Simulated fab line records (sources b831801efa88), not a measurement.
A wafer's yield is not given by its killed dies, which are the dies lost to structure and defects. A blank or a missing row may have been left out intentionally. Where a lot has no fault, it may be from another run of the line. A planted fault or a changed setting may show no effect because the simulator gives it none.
Struck lot and sound lot, side by side	flow gf180mcu	45 out of 602 route steps
Sound: the wafers L114.2, L114.5, L114.6. The struck wafers were L107.2, L107.3, L107.4. The cause comes at the end.
Each step with rows lists, per side, the tool, then ch with its chambers, then its first start. Under that, the readings that differ: sound wafers	struck wafers	difference of the means	sigmas: that difference in standard deviations of wafers without a fault.
alike: same words and numbers on both sides, and readings whose means sit less than 2 such deviations apart. not compared: any withheld reading, any reading some wafer has no value for, any bound like >300 that may hide the same value, and any number with overlapping values for which the record gives no deviation.
Wherever a step has rows on one side only, a row that says differs or no value, or a row with sigmas, the two part there. Non-overlapping numbers with no deviation appear without sigmas and do not part them. Lack of a reading on every wafer of one side parts them only where that side has two or more wafers.

first, 5 steps without rows for these wafers: GF_MVSD_COAT_02 (resist thk 3000 nm); GF_MVSD_SOFTBAKE_03; GF_MVSD_EXPOSE_04 (exposes mask MVSD, target cd 1000 nm); GF_MVSD_PEB_05; GF_MVSD_DEVELOP_06 (develop time 60 s).
GF_MVSD_OVL_MEAS_07:
  sound on overlay-02 at day 7 12:45; struck on overlay-01 at day 5 20:03
  alike: MVSD_OVL
then, 2 steps without rows for these wafers: GF_MVSD_IMPLANT_08; GF_MVSD_IMPLANT_09.
GF_MVSD_STRIP_10: strips in O2/N2.
  sound on plasmaAsher-02 ch 0,1, day 7 13:05; struck on plasmaAsher-02 ch 0,1, day 5 20:23
reading	sound	struck	difference	sigmas
stripTimeToEndpointS (s)	36.79 36.73 36.72	37.16 36.89 36.99	+0.27	+2
  alike: chamberPressureMTorr, drypumpMotorCurrentA, heaterPowerW, oesProductAu
  not compared: rfHoursCounterH
GF_MVSD_TW_MEAS_11:
  sound on filmMetro-03 at day 7 13:11; struck on filmMetro-01 at day 5 20:29
  alike: MVSD_TW
then, 2 steps without rows for these wafers: GF_MVPSD_DEHYDRATE_00 (time 60 s); GF_MVPSD_HMDS_01 (prime time 60 s).
GF_MVPSD_COAT_02: resist thk 3000 nm.
  sound on lithoTrack-04 ch 0, day 7 21:07; struck on lithoTrack-02, day 6 03:24
  no value came back on the struck wafers for chillPlateTempC (C), dispensePressureKPa (kPa), resistLineTempC (C); on the sound wafers chillPlateTempC (C) reads 22.98 22.97 22.84
then, 4 steps without rows for these wafers: GF_MVPSD_SOFTBAKE_03; GF_MVPSD_EXPOSE_04 (exposes mask MVPSD, target cd 1000 nm); GF_MVPSD_PEB_05; GF_MVPSD_DEVELOP_06 (develop time 60 s).
GF_MVPSD_OVL_MEAS_07:
  sound on overlay-02 at day 8 05:17; struck on overlay-02 at day 6 11:11
reading	sound	struck	difference	sigmas
MVPSD_OVL (nm)	-2.4 -1.4 -2.2	- - -	no value on the struck wafers	
then, 2 steps without rows for these wafers: GF_MVPSD_IMPLANT_08; GF_MVPSD_IMPLANT_09.
GF_MVPSD_STRIP_10: strips in O2/N2.
  sound on plasmaAsher-02 ch 0,1, day 8 05:37; struck on plasmaAsher-03 ch 0,1, day 6 11:31
  no value came back on the struck wafers for oesProductAu (a.u.), stripTimeToEndpointS (s); on the sound wafers oesProductAu (a.u.) reads 0.722 0.714 0.724
  alike: chamberPressureMTorr, drypumpMotorCurrentA, heaterPowerW
  not compared: rfHoursCounterH
GF_MVPSD_TW_MEAS_11:
  sound on filmMetro-03 at day 8 05:43; struck on filmMetro-04 at day 6 11:38
  alike: MVPSD_TW
then, 7 steps without rows for these wafers: GF_VT_IMPLANT_DEHYDRATE_00 (time 60 s); GF_VT_IMPLANT_HMDS_01 (prime time 60 s); GF_VT_IMPLANT_COAT_02 (resist thk 1000 nm); GF_VT_IMPLANT_SOFTBAKE_03 (time 60 s); GF_VT_IMPLANT_EXPOSE_04 (exposes mask LVPWELL LV AREA, target cd 600 nm); GF_VT_IMPLANT_PEB_05; GF_VT_IMPLANT_DEVELOP_06 (develop time 60 s).
GF_VT_IMPLANT_OVL_MEAS_07:
  sound on overlay-01 at day 8 22:08; struck on overlay-01 at day 7 02:32
reading	sound	struck	difference	sigmas
VT_IMPLANT_OVL (nm)	0.1 -0.6 1.7	-3.4 -2.6 -1.9	-3.0	-2
after that, 1 step had no rows for these wafers: GF_VT_IMPLANT_IMPLANT_08.
GF_VT_IMPLANT_STRIP_09: strips in O2/N2.
  sound on plasmaAsher-03 ch 0,1, day 8 22:19; struck on plasmaAsher-02 ch 0,1, day 7 02:43
  alike: chamberPressureMTorr, drypumpMotorCurrentA, heaterPowerW, oesProductAu, stripTimeToEndpointS
  not compared: rfHoursCounterH
GF_VT_IMPLANT_TW_MEAS_10:
  sound on filmMetro-04 at day 8 22:25; struck on filmMetro-04 at day 7 02:49
reading	sound	struck	difference	sigmas
VT_IMPLANT_TW	555 557 555	688 681 685	+129	+29
then, 7 steps without rows for these wafers: GF_VT_IMPLANT_DEHYDRATE_11 (time 60 s); GF_VT_IMPLANT_HMDS_12 (prime time 60 s); GF_VT_IMPLANT_COAT_13 (resist thk 1000 nm); GF_VT_IMPLANT_SOFTBAKE_14 (time 60 s); GF_VT_IMPLANT_EXPOSE_15 (exposes mask Nwell LV AREA, target cd 860 nm); GF_VT_IMPLANT_PEB_16; GF_VT_IMPLANT_DEVELOP_17 (develop time 60 s).
GF_VT_IMPLANT_OVL_MEAS_18:
  sound on overlay-01 at day 9 14:41; struck on overlay-01 at day 7 18:11
  alike: VT_IMPLANT_01_OVL
after that, 1 step had no rows for these wafers: GF_VT_IMPLANT_IMPLANT_19.
GF_VT_IMPLANT_TW_MEAS_21:
  sound on filmMetro-01 at day 9 14:58; struck on filmMetro-04 at day 7 18:28
  alike: VT_IMPLANT_2_TW
GF_VT_IMPLANT_TW_MEAS_32:
  sound on filmMetro-04 at day 10 08:55; struck on filmMetro-04 at day 8 10:19
reading	sound	struck	difference	sigmas
VT_IMPLANT_3_TW	265.4 266.6 265.6	558.6 561.0 559.7	+293.9	+99 or more
GF_VT_IMPLANT_TW_MEAS_43:
  sound on filmMetro-02 at day 11 02:19; struck on filmMetro-04 at day 9 03:55
reading	sound	struck	difference	sigmas
VT_IMPLANT_4_TW	689 689 692	781 779 780	+90	+18

## WHERE THEY PART
Last at GF_VT_IMPLANT_TW_MEAS_43 as far as this record goes, first at GF_MVSD_STRIP_10.

WHY: what had been put in by the simulator
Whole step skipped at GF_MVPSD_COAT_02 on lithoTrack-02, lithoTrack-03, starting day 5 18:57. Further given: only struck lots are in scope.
